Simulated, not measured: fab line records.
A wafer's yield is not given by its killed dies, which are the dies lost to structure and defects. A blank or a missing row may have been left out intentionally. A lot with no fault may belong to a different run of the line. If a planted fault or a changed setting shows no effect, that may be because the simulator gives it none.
What tool caused it? ; flow sky130 ; 6 lots with 18 wafers sampled at 4 steps, on a route of 708 steps

## WHAT THE GAUGES SHOWED, per wafer
SKY_NWELL_TW_MEAS_26.
lot;measured;on;NWELL_2_TW
L184;day 5 14:14;film_metro-04;499 497 497
L186;day 5 22:23;film_metro-03;497 495 495
L191;day 7 09:04;film_metro-01;602 604 603
L193;day 7 18:19;film_metro-04;626 627 624
L197;day 9 09:02;film_metro-03;494 494 492
L204;day 10 14:38;film_metro-03;494 493 493

## WHAT TOOL EACH LOT RAN ON (gives the tool, then ch and the chambers of the sampled wafers, and finally the start)
lot;SKY_FIELD_ISO_STRIP_16;SKY_NWELL_IMPLANT_24;SKY_NWELL_STRIP_25
L184;plasma_asher-03 ch 0,1, day 2 11:22;implanter-02 ch 0, day 5 14:00;plasma_asher-04 ch 0,1, day 5 14:08
L186;plasma_asher-03 ch 0,1, day 2 19:42;implanter-02 ch 0, day 5 22:08;plasma_asher-02 ch 0,1, day 5 22:17
L191;plasma_asher-03 ch 0,1, day 3 22:28;implanter-04 ch 0, day 7 08:25;plasma_asher-02 ch 0,1, day 7 08:53
L193;plasma_asher-02 ch 0,1, day 4 08:30;implanter-04 ch 0, day 7 17:48;plasma_asher-04 ch 0,1, day 7 18:14
L197;plasma_asher-03 ch 0,1, day 5 07:09;implanter-01 ch 0, day 9 08:48;plasma_asher-03 ch 0,1, day 9 08:56
L204;plasma_asher-02 ch 0,1, day 6 18:15;implanter-02 ch 0, day 10 14:24;plasma_asher-02 ch 0,1, day 10 14:32
- SKY_FIELD_ISO_STRIP_16: strips in O2/N2.
- SKY_NWELL_IMPLANT_24
- SKY_NWELL_STRIP_25: strips in O2/N2.

## THE ANSWER, worked out from the rows above alone
Rule: usual is defined by the lots themselves. The widest of any qualifying gaps counts: lots, ordered by their means at a reading, are off when they make up no more than a third of the lots, leave a main group of 4 or more, and stand apart from it by 3 or more times the standard deviation of that group's means. A main group whose means are all the same, to the digits that the tables above print for the reading, isn't used. A lot without any number at a reading at which 4 lots or more have one is off too. Where the step has rows for the other lots, those lots are counted as sound.
Off: L191, L193, at SKY_NWELL_TW_MEAS_26 (NWELL_2_TW). Main group: mean 495, sd 1.8.
A tool fits if, at a process step before that reading, it ran every lot that is off, and no sound lot after the first of them. The gauges at SKY_NWELL_TW_MEAS_26 are tried like those tools. One fits: implanter-04 at SKY_NWELL_IMPLANT_24. It ran no sound lot before its first lot that is off in this sample, so the start can't be narrowed down.

## WHAT THE SIMULATOR HAD INSERTED
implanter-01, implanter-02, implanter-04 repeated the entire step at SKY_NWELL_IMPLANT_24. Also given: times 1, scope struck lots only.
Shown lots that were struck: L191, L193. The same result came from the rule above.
